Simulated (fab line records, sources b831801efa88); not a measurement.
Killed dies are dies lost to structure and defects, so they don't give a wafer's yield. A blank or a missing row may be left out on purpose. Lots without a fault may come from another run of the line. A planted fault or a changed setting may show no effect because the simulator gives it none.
fab line records | flow sky130
record lots=5 wafers=15 last_day=50
route steps=708 shown VIA2@527 METAL3@532 CAPM@537 PAD_OPEN@708
lots that met no fault: from a run of the same line without faults
start_h: hours from the record's first day to the start of the lot's first wafer shown | wait_h: hours since the lot's step before | " the same as in the row above | L1.1+2: a row that stands for several wafers | - no value, or no start given | * or withheld: withheld | < > ~ a bound
route shown NAME@n: a module of which the file shows steps, and the number in the route of the first | usual: mean/standard deviation of fault-free wafers | same: alike in all rows | chamber/n: place in a boat | sites: the reading at each site | _std_site: their standard deviation | _edge_site: outer sites' mean less inner sites' | radius_mm: how far each site lies from the wafer's centre | mask NAME#n: copy n | behind: the tool/chamber that last shaped the wafer | hold: why the lot was held/for how many hours/how that ended | device: the transistor (n, p or np) that didn't switch | end of line: the same wafers' tests at the end of the route | a step without rows: its recipe alone | killed: dies lost to structure and defects at the first sort, not the wafer's yield | map: a wafer's dies, x killed, . not, _ none there
set.NAME: the setting as run; set.NAME@STEP: as run at that earlier step | model.NAME: the simulator's own value behind a step, which no gauge read
lots at some steps of the route; a table a step, a row a wafer
services: from which hour (start_h, from the record's first day; less than 0 if before it) a tool's chamber was out of use, for how many hours, and why
## steps
# step SKY_VIA2_SPUTTER_20
# recipe material=TiN target_thk_nm=20 chamber_pressure_pa=5 power_w=4000 time_s=80
# usual cathode_dc_power_W=4000.0/0.74 chamber_pressure_pa=5.000/0.01 throttle_valve_pct=30.2/0.86
# columns lot.wafer tool chamber start_h wait_h cathode_dc_power_W chamber_pressure_pa throttle_valve_pct
L548.3 pvd_sputter-04 - 914.54 0.0 3999.5 4.987 28.6
L548.5 " - " " 4000.7 5.005 30.4
L548.6 " - " " 3999.9 4.987 30.0
L552.1 pvd_sputter-04 - 943.97 0.0 3999.8 5.007 28.8
L552.4 " - " " 4000.2 4.988 30.2
L552.5 " - " " 3999.6 4.997 31.4
L551.3 pvd_sputter-04 - 946.20 0.0 4001.3 5.009 31.5
L551.5 " - " " 4000.8 4.994 29.6
L551.6 " - " " 4000.4 5.014 31.5
L553.2 pvd_sputter-02 - 970.36 0.0 3999.3 5.003 32.1
L553.4 " - " " 4001.2 5.001 30.7
L553.5 " - " " 3998.9 4.998 28.5
L563.1 pvd_sputter-03 - 1014.09 0.0 3999.4 5.006 30.3
L563.4 " - " " 4000.6 4.999 30.2
L563.6 " - " " 4000.1 4.987 30.6
# step SKY_VIA2_CVD_21
# recipe material=W target_thk_nm=420 time_s=126.4 temp_c=403.9 pressure_torr=40
# usual heater_power_w=960/50
# columns lot.wafer tool chamber start_h wait_h heater_power_w
L548.3 cvd_w-01 0 914.65 0.1 960
L548.5 " 1 " " 884
L548.6 " 0 " " 986
L552.1 cvd_w-02 1 944.03 0.0 1019
L552.4 " 1 " " 984
L552.5 " 0 " " 950
L551.3 cvd_w-02 1 946.30 0.1 983
L551.5 " 0 " " 962
L551.6 " 1 " " 1001
L553.2 cvd_w-01 0 970.42 0.0 982
L553.4 " 1 " " 894
L553.5 " 0 " " 993
L563.1 cvd_w-02 1 1014.15 0.0 1006
L563.4 " 1 " " 1036
L563.6 " 0 " " 977
# step SKY_VIA2_RS_MEAS_22
# recipe thk_meas_gauge=four-point-probe reads=W_of_VIA2_CVD_21+TiN_of_VIA2_SPUTTER_20
# usual VIA2_W_RS=0.2540/0.0026
# columns lot.wafer tool chamber start_h wait_h VIA2_W_RS[ohm/sq]
L548.3 film_metro-01 - 914.77 0.1 0.2535
L548.5 " - " " 0.2557
L548.6 " - " " 0.2562
L552.1 film_metro-02 - 944.16 0.1 0.2553
L552.4 " - " " 0.2564
L552.5 " - " " 0.2498
L551.3 film_metro-01 - 946.43 0.1 0.2547
L551.5 " - " " 0.2535
L551.6 " - " " 0.2577
L553.2 film_metro-01 - 970.57 0.1 0.2533
L553.4 " - " " 0.2542
L553.5 " - " " 0.2545
L563.1 film_metro-03 - 1014.28 0.1 0.2566
L563.4 " - " " 0.2556
L563.6 " - " " 0.2527
# step SKY_VIA2_THK_MEAS_23
# recipe thk_meas_gauge=xrf reads=W_of_VIA2_CVD_21
# usual VIA2_W_THK=458/7.2
# columns lot.wafer tool chamber start_h wait_h VIA2_W_THK[nm]
L548.3 film_metro-01 - 914.87 0.1 451
L548.5 " - " " 448
L548.6 " - " " 452
L552.1 film_metro-02 - 944.28 0.1 457
L552.4 " - " " 458
L552.5 " - " " 470
L551.3 film_metro-01 - 946.53 0.1 451
L551.5 " - " " 454
L551.6 " - " " 447
L553.2 film_metro-01 - 970.68 0.1 461
L553.4 " - " " 456
L553.5 " - " " 456
L563.1 film_metro-03 - 1014.40 0.1 458
L563.4 " - " " 458
L563.6 " - " " 466
# step SKY_VIA2_CMP_24
# recipe stop_on=SiO2 t_overpolish_s=20 down_force_psi=3.5 platen_rpm=60 target_thk_nm=0 pad_velocity_m_s=0.94248
# step SKY_METAL3_SPUTTER_00
# recipe material=Ti target_thk_nm=15 power_w=3000 time_s=10 chamber_pressure_pa=0.4
# step SKY_METAL3_SPUTTER_01
# recipe material=TiN target_thk_nm=20 power_w=6500 time_s=16.7 chamber_pressure_pa=0.4
# usual cathode_dc_power_W=6500.0/1.2 chamber_pressure_pa=0.4000/0.00081 throttle_valve_pct=30.2/0.86
# columns lot.wafer tool chamber start_h wait_h cathode_dc_power_W chamber_pressure_pa throttle_valve_pct
L548.3 pvd_sputter-01 - 916.38 0.0 6500.6 0.4014 30.6
L548.5 " - " " 6497.1 0.4004 30.4
L548.6 " - " " 6501.3 0.4006 31.6
L552.1 pvd_sputter-04 - 945.88 0.0 6501.1 0.3986 30.2
L552.4 " - " " 6501.2 0.4011 31.5
L552.5 " - " " 6497.8 0.4000 31.7
L551.3 pvd_sputter-04 - 947.38 0.0 6500.0 0.3995 30.3
L551.5 " - " " 6499.8 0.4004 31.5
L551.6 " - " " 6499.0 0.4006 30.3
L553.2 pvd_sputter-04 - 971.12 0.0 6498.3 0.4010 31.4
L553.4 " - " " 6499.2 0.3992 28.6
L553.5 " - " " 6500.7 0.4001 29.8
L563.1 pvd_sputter-04 - 1014.78 0.0 6501.4 0.3996 29.7
L563.4 " - " " 6500.4 0.4007 30.4
L563.6 " - " " 6501.5 0.4013 31.3
# step SKY_METAL3_SPUTTER_02
# recipe material=AlCu target_thk_nm=735 power_w=10600 time_s=39.1 chamber_pressure_pa=0.4
# step SKY_METAL3_SPUTTER_03
# recipe material=Ti target_thk_nm=5 power_w=3000 time_s=3.3 chamber_pressure_pa=0.4
# step SKY_METAL3_SPUTTER_04
# recipe material=TiN target_thk_nm=70 power_w=6500 time_s=58.3 chamber_pressure_pa=0.4
# step SKY_CAPM_CVD_00
# recipe material=SiO2 target_thk_nm=15.5 temp_c=400 time_s=withheld rf_w=450
# step SKY_CAPM_THK_MEAS_01
# recipe reads=SiO2_of_CAPM_CVD_00
# usual CAPM_CVD_00_THK=15.55/0.25
# columns lot.wafer tool chamber start_h wait_h CAPM_CVD_00_THK[nm]
L548.3 film_metro-04 - 916.55 - 15.26
L548.5 " - " " 15.62
L548.6 " - " " 15.73
L552.1 film_metro-03 - 946.04 - 15.62
L552.4 " - " " 16.17
L552.5 " - " " 15.64
L551.3 film_metro-04 - 947.56 - 15.15
L551.5 " - " " 15.45
L551.6 " - " " 15.25
L553.2 film_metro-03 - 971.30 - 15.34
L553.4 " - " " 15.43
L553.5 " - " " 15.96
L563.1 film_metro-03 - 1014.94 - 15.60
L563.4 " - " " 15.69
L563.6 " - " " 15.76
# step SKY_CAPM_SPUTTER_02
# recipe material=TiN target_thk_nm=200 temp_c=300 power_w=6500 time_s=166.7 chamber_pressure_pa=0.4
# usual cathode_dc_power_W=6500.1/1.2 chamber_pressure_pa=0.3999/0.00079 throttle_valve_pct=30.3/0.92
# columns lot.wafer tool chamber start_h wait_h cathode_dc_power_W chamber_pressure_pa throttle_valve_pct model.TiN_of_CAPM_SPUTTER_02.thk_nm
L548.3 pvd_sputter-03 - 916.59 0.0 6498.9 0.4005 30.2 201.3
L548.5 " - " " 6501.0 0.4003 30.9 198.5
L548.6 " - " " 6501.8 0.4013 30.5 204.5
L552.1 pvd_sputter-01 - 946.10 0.1 6501.1 0.3997 31.4 202.5
L552.4 " - " " 6499.8 0.4001 29.6 198.4
L552.5 " - " " 6501.3 0.3988 30.4 200.9
L551.3 pvd_sputter-03 - 947.60 0.0 6498.1 0.4000 30.4 196.5
L551.5 " - " " 6373.2 0.4002 30.1 195.4
L551.6 " - " " 6500.2 0.3995 30.2 198
L553.2 pvd_sputter-02 - 971.35 0.0 6501.5 0.4001 32.2 197
L553.4 " - " " 6501.3 0.3991 28.3 199.2
L553.5 " - " " 6501.4 0.4005 30.7 199.4
L563.1 pvd_sputter-01 - 1015.00 0.1 6498.9 0.3992 30.4 199.7
L563.4 " - " " 6501.9 0.3992 30.5 201.1
L563.6 " - " " 6499.0 0.3999 30.6 200.8
# step SKY_CAPM_RS_MEAS_03
# recipe thk_meas_gauge=four-point-probe reads=TiN_of_CAPM_SPUTTER_02
# usual CAPM_TIN_RS=6.94/0.092
# columns lot.wafer tool chamber start_h wait_h CAPM_TIN_RS[ohm/sq]
L548.3 film_metro-03 - 916.74 0.1 6.86
L548.5 " - " " 6.98
L548.6 " - " " 6.76
L552.1 film_metro-03 - 946.21 0.1 6.84
L552.4 " - " " 6.98
L552.5 " - " " 6.89
L551.3 film_metro-03 - 947.75 0.1 7.04
L551.5 " - " " 7.10
L551.6 " - " " 6.98
L553.2 film_metro-04 - 971.48 0.1 7.04
L553.4 " - " " 6.95
L553.5 " - " " 6.93
L563.1 film_metro-02 - 1015.11 0.1 6.93
L563.4 " - " " 6.88
L563.6 " - " " 6.89
# step SKY_CAPM_THK_MEAS_04
# recipe thk_meas_gauge=xrf reads=TiN_of_CAPM_SPUTTER_02
# usual CAPM_TIN_THK=195.8/2.7
# columns lot.wafer tool chamber start_h wait_h CAPM_TIN_THK[nm]
L548.3 film_metro-03 - 916.84 0.1 198.1
L548.5 " - " " 194.4
L548.6 " - " " 199.3
L552.1 film_metro-03 - 946.33 0.1 198.4
L552.4 " - " " 194.3
L552.5 " - " " 197.6
L551.3 film_metro-03 - 947.85 0.1 192.6
L551.5 " - " " 190.8
L551.6 " - " " 193.8
L553.2 film_metro-04 - 971.59 0.1 194.4
L553.4 " - " " 197.6
L553.5 " - " " 197.2
L563.1 film_metro-02 - 1015.23 0.1 195.9
L563.4 " - " " 197.5
L563.6 " - " " 197.3
# step SKY_CAPM_DEHYDRATE_05
# recipe temp_c=200 time_s=60
# step SKY_CAPM_HMDS_06
# recipe prime_time_s=60 prime_temp_c=120
# step SKY_CAPM_COAT_07
# recipe resist=NOVOLAK spin_rpm=3000 resist_thk_nm=1140
# step SKY_CAPM_SOFTBAKE_08
# recipe temp_c=90 time_s=60 resist=NOVOLAK
# step SKY_CAPM_EXPOSE_09
# recipe mask_id=CAPM na=0.6 source_shape=conventional sigma_outer=0.6 polarization=unpolarized target_cd_nm=1000 dose_mj=159
# step SKY_CAPM_PEB_10
# recipe temp_c=withheld time_s=* resist=NOVOLAK
# step SKY_CAPM_DEVELOP_11
# recipe resist=NOVOLAK developer=TMAH develop_time_s=60 dev_temp_c=23
# step SKY_CAPM_OVL_MEAS_12
# usual CAPM_OVL=0.3/1.2
# columns lot.wafer tool chamber start_h wait_h CAPM_OVL[nm]
L548.3 overlay-02 - 940.82 0.1 0.3
L548.5 " - " " -0.4
L548.6 " - " " -0.7
L552.1 overlay-01 - 970.16 0.1 0.7
L552.4 " - " " -0.7
L552.5 " - " " 0.6
L551.3 overlay-01 - 971.64 0.1 -0.6
L551.5 " - " " 0.1
L551.6 " - " " 1.3
L553.2 overlay-02 - 995.26 0.1 -0.4
L553.4 " - " " -1.5
L553.5 " - " " -1.1
L563.1 overlay-01 - 1036.74 0.1 -2.1
L563.4 " - " " -0.4
L563.6 " - " " 0.1
# step SKY_CAPM_METAL_ETCH_13
# recipe target_depth_nm=220 stop_on=SiO2 chemistry=Cl2/BCl3 target=TiN pressure_mtorr=10 icp_w=900 bias_w=48.5 Cl2_flow_sccm=60 bcl3_flow_sccm=30 time_s=62.9
# usual drypump_motor_current_A=5.5/0.49 oes_product_au=0.939/0.0086 throttle_valve_pct=21.903/0.01
# columns lot.wafer tool chamber start_h wait_h drypump_motor_current_A oes_product_au rf_hours_counter_h throttle_valve_pct model.CAPM.feature_depth_nm model.etch.depth_nm
L548.3 rie_metal-04 0 940.87 0.0 5.9 0.938 - 21.890 201.3 201.3
L548.5 " 0 " " 5.9 0.935 - 21.906 198.5 198.5
L548.6 " 1 " " 4.9 0.956 - 21.886 204.5 204.5
L552.1 rie_metal-03 1 970.19 0.0 5.8 0.947 9 21.909 202.5 202.5
L552.4 " 0 " " 6.4 0.937 - 21.910 198.4 198.4
L552.5 " 0 " " 6.4 0.945 - 21.889 200.9 200.9
L551.3 rie_metal-02 1 971.69 0.0 5.2 0.927 - 21.926 196.5 196.5
L551.5 " 0 " " 5.2 0.924 - 21.912 195.4 195.4
L551.6 " 1 " " 5.2 0.933 - 21.903 198 198
L553.2 rie_metal-02 0 995.29 0.0 5.2 0.933 11 21.898 197 197
L553.4 " 0 " " 5.2 0.936 - 21.906 199.2 199.2
L553.5 " 0 " " 5.2 0.944 - 21.909 199.4 199.4
L563.1 rie_metal-04 1 1036.78 0.0 4.9 0.945 20 21.909 199.7 199.7
L563.4 " 1 " " 4.9 0.945 - 21.902 201.1 201.1
L563.6 " 1 " " 4.9 0.933 - 21.904 200.8 200.8
# step SKY_CAPM_STRIP_14
# recipe chemistry=O2/N2 power_w=1400 pressure_mtorr=1500 platen_temp_c=withheld o2_flow_sccm=3000 n2_flow_sccm=310 overash_fraction=0.5
# step SKY_CAPM_STRIP_15
# recipe chemistry=post_etch_residue_remover time_s=1200 temp_c=72.5
# step SKY_CAPM_CLEAN_16
# recipe chemistry=IPA time_s=180 temp_c=25
# step SKY_CAPM_CLEAN_17
# recipe chemistry=O3/DIW dry=n2_spin
# step SKY_METAL3_DEHYDRATE_05
# recipe temp_c=200 time_s=60
# step SKY_METAL3_HMDS_06
# recipe prime_time_s=60 prime_temp_c=120
# step SKY_METAL3_COAT_07
# recipe resist=BARC temp_c=withheld time_s=withheld spin_rpm=3000 resist_thk_nm=60
# step SKY_METAL3_COAT_08
# recipe resist=KrF-thick spin_rpm=3000 resist_thk_nm=1140
# step SKY_METAL3_SOFTBAKE_09
# recipe temp_c=100 time_s=90 resist=KrF-thick
# step SKY_METAL3_EXPOSE_10
# recipe mask_id=MM3 na=0.68 source_shape=annular sigma_inner=0.4 sigma_outer=0.8 target_cd_nm=300 dose_mj=28
# step SKY_METAL3_PEB_11
# recipe peb_temp_c=withheld peb_time_s=withheld resist=KrF-thick
# step SKY_METAL3_DEVELOP_12
# recipe develop_time_s=60 resist=KrF-thick dev_temp_c=21
# step SKY_METAL3_CD_MEAS_13
# recipe target_cd_nm=300
# usual cd_nm=300.6/1.5
# columns lot.wafer tool chamber start_h wait_h cd_nm
L548.3 cd_sem-01 - 965.57 - 299.5
L548.5 " - " " 300.7
L548.6 " - " " 300.2
L552.1 cd_sem-02 - 995.09 - 301.8
L552.4 " - " " 301.0
L552.5 " - " " 300.4
L551.3 cd_sem-02 - 996.72 - 301.6
L551.5 " - " " 301.3
L551.6 " - " " 302.3
L553.2 cd_sem-02 - 1019.40 - 301.9
L553.4 " - " " 301.4
L553.5 " - " " 301.6
L563.1 cd_sem-01 - 1059.59 - 302.5
L563.4 " - " " 301.4
L563.6 " - " " 302.4
# step SKY_METAL3_OVL_MEAS_14
# usual METAL3_OVL=-2/4.9
# columns lot.wafer tool chamber start_h wait_h METAL3_OVL[nm]
L548.3 overlay-01 - 965.66 0.1 -4
L548.5 " - " " 1
L548.6 " - " " 7
L552.1 overlay-01 - 995.21 0.1 -5
L552.4 " - " " -1
L552.5 " - " " -5
L551.3 overlay-02 - 996.81 0.1 1
L551.5 " - " " -1
L551.6 " - " " 4
L553.2 overlay-01 - 1019.50 0.1 1
L553.4 " - " " 2
L553.5 " - " " -3
L563.1 overlay-02 - 1059.71 0.1 -1
L563.4 " - " " -8
L563.6 " - " " -1
# step SKY_METAL3_DESCUM_15
# recipe chemistry=O2 source_power_w=150 bias_power_w=0 pressure_mtorr=10 temp_c=40 time_s=8
# usual drypump_motor_current_A=5.7/0.51 oes_product_au=1.019/0.014
# columns lot.wafer tool chamber start_h wait_h drypump_motor_current_A oes_product_au rf_hours_counter_h
L548.3 rie_metal-01 1 965.69 0.0 5.4 1.034 -
L548.5 " 0 " " 6.0 1.026 -
L548.6 " 1 " " 5.4 1.028 -
L552.1 rie_metal-01 0 995.24 0.0 6.0 1.009 2
L552.4 " 0 " " 6.0 1.024 -
L552.5 " 0 " " 6.0 1.015 -
L551.3 rie_metal-03 0 996.84 0.0 6.5 1.011 -
L551.5 " 1 " " 5.7 1.016 -
L551.6 " 0 " " 6.5 1.017 -
L553.2 rie_metal-04 1 1019.53 0.0 4.9 1.040 19
L553.4 " 1 " " 4.9 1.039 -
L553.5 " 0 " " 5.9 0.995 -
L563.1 rie_metal-04 0 1059.74 0.0 5.8 1.006 22
L563.4 " 0 " " 5.8 0.999 -
L563.6 " 0 " " 5.8 1.013 -
# step SKY_METAL3_ETCH_16
# recipe chemistry=N2/H2 target=BARC ion_energy_ev=200 bias_w=100 pressure_mtorr=30 n2_flow_sccm=100 h2_flow_sccm=200 icp_w=500 stop_on=SiO2 time_s=88.2 target_depth_a=600
# usual drypump_motor_current_A=5.7/0.51 oes_product_au=0.626/0.0048 throttle_valve_pct=13.205/0.0095
# columns lot.wafer tool chamber start_h wait_h drypump_motor_current_A oes_product_au rf_hours_counter_h throttle_valve_pct
L548.3 rie_metal-01 1 965.75 0.0 5.4 0.630 - 13.203
L548.5 " 0 " " 6.0 0.617 - 13.203
L548.6 " 1 " " 5.4 0.625 - 13.217
L552.1 rie_metal-01 0 995.28 0.0 6.0 0.631 2 13.213
L552.4 " 0 " " 6.0 0.630 - 13.228
L552.5 " 0 " " 6.0 0.621 - 13.205
L551.3 rie_metal-03 0 996.90 0.0 6.5 0.622 - 13.190
L551.5 " 1 " " 5.8 0.625 - 13.196
L551.6 " 0 " " 6.4 0.620 - 13.202
L553.2 rie_metal-04 1 1019.56 0.0 5.0 0.626 19 13.202
L553.4 " 1 " " 5.0 0.625 - 13.200
L553.5 " 0 " " 5.8 0.633 - 13.198
L563.1 rie_metal-04 0 1059.78 0.0 5.8 0.625 22 13.195
L563.4 " 0 " " 5.9 0.626 - 13.191
L563.6 " 0 " " 5.8 0.630 - 13.205
# step SKY_METAL3_ETCH_17
# recipe target=SiO2 stop_on=TiN chemistry=C4F8/O2/Ar source_w=1500 bias_w=1200 pressure_mtorr=40 c4f8_flow_sccm=withheld O2_flow_sccm=6 Ar_flow_sccm=300 time_s=3.9 target_depth_a=150
# step SKY_METAL3_METAL_ETCH_18
# recipe target_depth_a=8450 stop_on=SiO2 over_etch_frac=0.3 time_s=183.1 chemistry=Cl2/BCl3 resist_sidewall_deg=88 pressure_mtorr=10 icp_w=900 bias_w=48.5 Cl2_flow_sccm=60 bcl3_flow_sccm=30
# step SKY_METAL3_STRIP_20
# recipe chemistry=post_etch_residue_remover time_s=1200 temp_c=72.5
# columns lot.wafer tool chamber start_h wait_h model.TiN_of_CAPM_SPUTTER_02.thk_nm
L548.3 wet_bench-03 3 966.11 0.0 200.5
L548.5 " 3 " " 197.6
L548.6 " 3 " " 203.7
L552.1 wet_bench-04 3 995.67 0.1 201.6
L552.4 " 3 " " 197.5
L552.5 " 3 " " 200.1
L551.3 wet_bench-03 2 997.26 0.0 195.7
L551.5 " 2 " " 194.6
L551.6 " 2 " " 197.2
L553.2 wet_bench-04 3 1020.14 0.1 196.1
L553.4 " 3 " " 198.4
L553.5 " 3 " " 198.6
L563.1 wet_bench-02 1 1060.23 0.1 198.9
L563.4 " 1 " " 200.3
L563.6 " 1 " " 200
# step SKY_PAD_OPEN_PROBE_99
# usual defect_limited_yield=82.8/1.8 killed_at_M0_to_M3=42/5.8 killed_at_M4_up=3.0/2 killed_at_contacts=24/5.5 killed_at_front_end=15/3.9 killed_at_other=0.3/0.54 killed_dies=85/8.8 killed_on_rim=16/3.7 killed_open=47/6.8 killed_short=38/5.9 sort_bin_3_pad_short=0.9/0.41 sort_bin_5_function=10.1/1.4 sort_bin_6_memory=6.2/1.2 sort_n_pass=407/8.8 sort_yield_pct=82.8/1.8
# same gross_dies=492 killed_at_back_side=0 sort_bin_4_leakage[%]=0 sort_bin_8_speed[%]=0
# columns lot.wafer tool chamber start_h wait_h defect_limited_yield[%] killed_at_M0_to_M3 killed_at_M4_up killed_at_contacts killed_at_front_end killed_at_other killed_dies killed_on_rim killed_open killed_short sort_bin_3_pad_short[%] sort_bin_5_function[%] sort_bin_6_memory[%] sort_n_pass sort_yield_pct[%]
L548.3 prober-01 - 1130.12 0.2 81.7 50 1 22 16 1 90 20 54 36 1.2 11.6 5.5 402 81.7
L548.5 prober-01 - 1130.22 0.2 83.5 42 5 20 14 0 81 15 52 28 0.8 10.6 5.1 411 83.5
L548.6 prober-01 - 1130.27 0.2 82.5 41 6 23 16 0 86 21 53 33 1.0 9.6 6.9 406 82.5
L552.1 prober-02 - 1154.28 0.1 78.7 56 5 32 12 0 105 17 52 53 0.2 14.2 6.9 387 78.7
L552.4 prober-02 - 1154.43 0.2 86.2 31 6 19 12 0 68 15 36 32 0.6 7.3 5.9 424 86.2
L552.5 prober-02 - 1154.48 0.2 79.9 53 5 28 13 0 99 20 53 46 1.4 12.6 6.1 393 79.9
L551.3 prober-01 - 1155.27 0.2 83.7 43 4 21 12 0 80 19 51 29 1.0 8.1 7.1 412 83.7
L551.5 prober-01 - 1155.37 0.2 84.3 43 2 18 14 0 77 14 49 28 1.0 9.8 4.9 415 84.3
L551.6 prober-01 - 1155.42 0.2 81.1 50 2 29 12 0 93 16 54 39 1.6 11.4 5.9 399 81.1
L553.2 prober-02 - 1172.54 0.1 84.1 36 4 25 13 0 78 15 50 28 0.6 9.8 5.5 414 84.1
L553.4 prober-02 - 1172.64 0.2 84.1 42 1 26 9 0 78 8 42 35 0.4 10.0 5.5 414 84.1
L553.5 prober-02 - 1172.69 0.2 84.1 37 4 26 11 0 78 15 42 35 1.0 9.1 5.7 414 84.1
L563.1 prober-01 - 1201.43 0.1 85.2 37 3 16 17 0 73 15 35 33 1.4 8.9 4.5 419 85.2
L563.4 prober-01 - 1201.58 0.2 84.8 33 4 27 11 0 75 10 33 40 1.0 9.3 4.9 417 84.8
L563.6 prober-01 - 1201.68 0.2 83.3 33 6 23 20 0 82 9 49 32 0.6 10.0 6.1 410 83.3
# killed by level:class
L548.3 VIA1:geometric_particle:open=11 VIA2:geometric_particle:open=8 LI_CONTACT:geometric_particle:open=8 CONTACT:geometric_particle:open=8 METAL2:geometric_particle:short=6 VIA3:geometric_particle:open=6 FIELD_ISO:geometric_particle:open=4 VIA1:geometric_particle:short=4
L548.5 VIA1:geometric_particle:open=12 CONTACT:geometric_particle:open=7 LI_CONTACT:geometric_particle:open=6 VIA2:geometric_particle:open=6 VIA3:geometric_particle:open=6 METAL4:geometric_particle:short=5 POLY_CUT:geometric_particle:open=4 METAL1:geometric_particle:short=4
L548.6 VIA1:geometric_particle:open=10 VIA2:geometric_particle:open=10 CONTACT:geometric_particle:open=8 METAL1:geometric_particle:short=6 LI_CONTACT:geometric_particle:open=6 FIELD_ISO:geometric_particle:open=5 FIELD_ISO:geometric_particle:short=4 METAL1:geometric_particle:open=4
L552.1 CONTACT:geometric_particle:open=13 VIA2:geometric_particle:open=11 LI_CONTACT:geometric_particle:open=9 VIA1:geometric_particle:open=9 METAL2:geometric_particle:short=9 METAL1:geometric_particle:short=6 FIELD_ISO:geometric_particle:open=5 LI_CONTACT:geometric_particle:short=5
L552.4 CONTACT:geometric_particle:open=9 METAL1:geometric_particle:short=6 VIA1:geometric_particle:open=6 VIA2:geometric_particle:open=6 VIA3:geometric_particle:open=6 METAL4:geometric_particle:short=6 POLY_GATE:geometric_particle:short=5 LI_CONTACT:geometric_particle:short=4
L552.5 CONTACT:geometric_particle:open=15 METAL2:geometric_particle:short=10 VIA2:geometric_particle:open=9 VIA3:geometric_particle:open=8 METAL1:geometric_particle:short=7 VIA1:geometric_particle:open=7 METAL3:geometric_particle:short=5 CONTACT:geometric_particle:short=4
L551.3 VIA1:geometric_particle:open=11 CONTACT:geometric_particle:open=9 VIA2:geometric_particle:open=8 VIA3:geometric_particle:open=6 FIELD_ISO:geometric_particle:open=5 LI_CONTACT:geometric_particle:open=5 CONTACT:geometric_particle:short=4 VIA1:geometric_particle:short=4
L551.5 VIA1:geometric_particle:open=12 CONTACT:geometric_particle:open=10 VIA2:geometric_particle:open=8 VIA3:geometric_particle:open=7 FIELD_ISO:geometric_particle:short=5 METAL2:geometric_particle:short=4 SPACER:geometric_particle:open=3 VIA1:geometric_particle:short=3
L551.6 VIA3:geometric_particle:open=11 VIA2:geometric_particle:open=10 CONTACT:geometric_particle:open=10 LI_CONTACT:geometric_particle:open=9 VIA1:geometric_particle:open=9 METAL1:geometric_particle:short=8 CONTACT:geometric_particle:short=5 METAL2:geometric_particle:short=4
L553.2 VIA1:geometric_particle:open=13 LI_CONTACT:geometric_particle:open=10 CONTACT:geometric_particle:open=10 VIA2:geometric_particle:open=6 POLY_GATE:geometric_particle:open=4 METAL1:geometric_particle:short=4 METAL2:geometric_particle:short=4 FIELD_ISO:geometric_particle:open=3
L553.4 VIA1:geometric_particle:open=13 CONTACT:geometric_particle:open=8 LI_CONTACT:geometric_particle:short=6 LI_CONTACT:geometric_particle:open=5 LOCAL_INTERCONNECT:geometric_particle:short=5 VIA1:geometric_particle:short=4 VIA2:geometric_particle:open=4 FIELD_ISO:geometric_particle:short=3
L553.5 CONTACT:geometric_particle:open=13 VIA1:geometric_particle:open=10 METAL1:geometric_particle:short=8 LI_CONTACT:geometric_particle:open=7 VIA1:geometric_particle:short=5 VIA3:geometric_particle:open=4 METAL2:geometric_particle:short=4 POLY_GATE:geometric_particle:short=3
L563.1 VIA1:geometric_particle:open=12 VIA1:geometric_particle:short=8 FIELD_ISO:geometric_particle:open=5 NWELL:coat_microbubble_printed=5 METAL2:geometric_particle:short=5 FIELD_ISO:geometric_particle:short=4 LI_CONTACT:geometric_particle:open=4 CONTACT:geometric_particle:short=4
L563.4 CONTACT:geometric_particle:open=7 LI_CONTACT:geometric_particle:open=6 VIA1:geometric_particle:open=6 LI_CONTACT:geometric_particle:short=5 CONTACT:geometric_particle:short=5 METAL1:geometric_particle:short=5 METAL2:geometric_particle:short=5 METAL4:geometric_particle:short=4
L563.6 LI_CONTACT:geometric_particle:open=10 VIA1:geometric_particle:open=10 CONTACT:geometric_particle:open=8 FIELD_ISO:geometric_particle:open=7 METAL2:geometric_particle:short=7 METAL4:geometric_particle:short=5 FIELD_ISO:geometric_particle:short=4 VIA2:geometric_particle:open=4
## services
# columns tool chamber start_h hours kind
rie_metal-04 0 892.59 2.8 repair
cvd_w-01 1 892.70 5.2 repair
cvd_w-02 - 904.00 14.0 pm
pvd_sputter-03 - 904.17 1.0 repair
cvd_w-01 - 933.70 14.6 pm
rie_metal-01 0 936.92 - clean
rie_metal-01 0 936.92 18.3 scheduled_down
pvd_sputter-04 0 947.51 - consumable_replace:kit
pvd_sputter-04 0 947.51 18.0 scheduled_down
pvd_sputter-04 0 947.51 18.0 vent_cycle
wet_bench-02 - 951.19 1.9 repair
cvd_w-01 - 954.96 0.6 repair
wet_bench-02 - 977.25 2.5 repair
rie_metal-04 - 980.03 15.6 pm
rie_metal-01 - 981.74 4.0 pm
cvd_w-01 - 986.74 2.8 pm
pvd_sputter-03 - 995.29 4.5 repair
rie_metal-04 0 1007.15 11.3 repair
rie_metal-01 0 1012.35 20.0 repair
wet_bench-03 - 1019.82 77.5 pm
pvd_sputter-04 3 1021.66 - consumable_replace:kit
pvd_sputter-04 3 1021.66 18.0 scheduled_down
pvd_sputter-04 3 1021.66 18.0 vent_cycle
pvd_sputter-03 - 1034.45 5.0 repair
## key
first_sign step=SKY_CAPM_SPUTTER_02 reading=cathode_dc_power_W direction=down sigmas=99+ usual=6500.1 struck=6373.2
effect none on later readings
model_effect step=SKY_CAPM_SPUTTER_02 value=TiN_of_CAPM_SPUTTER_02.thk_nm without=199.4 struck=195.4
model_effect step=SKY_CAPM_METAL_ETCH_13 value=CAPM.feature_depth_nm without=199.4 struck=195.4
model_effect step=SKY_METAL3_STRIP_20 value=TiN_of_CAPM_SPUTTER_02.thk_nm without=198.5 struck=194.6
met_at SKY_CAPM_SPUTTER_02
struck_wafers L551.5
fault kind=process_parameter_drift tool=pvd_sputter-03 chamber=- onset_h=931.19 steps=SKY_CAPM_SPUTTER_02 channel=power_w offset=* shape=step end_h=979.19 acts_in=* stated=* scope=struck_wafers_only
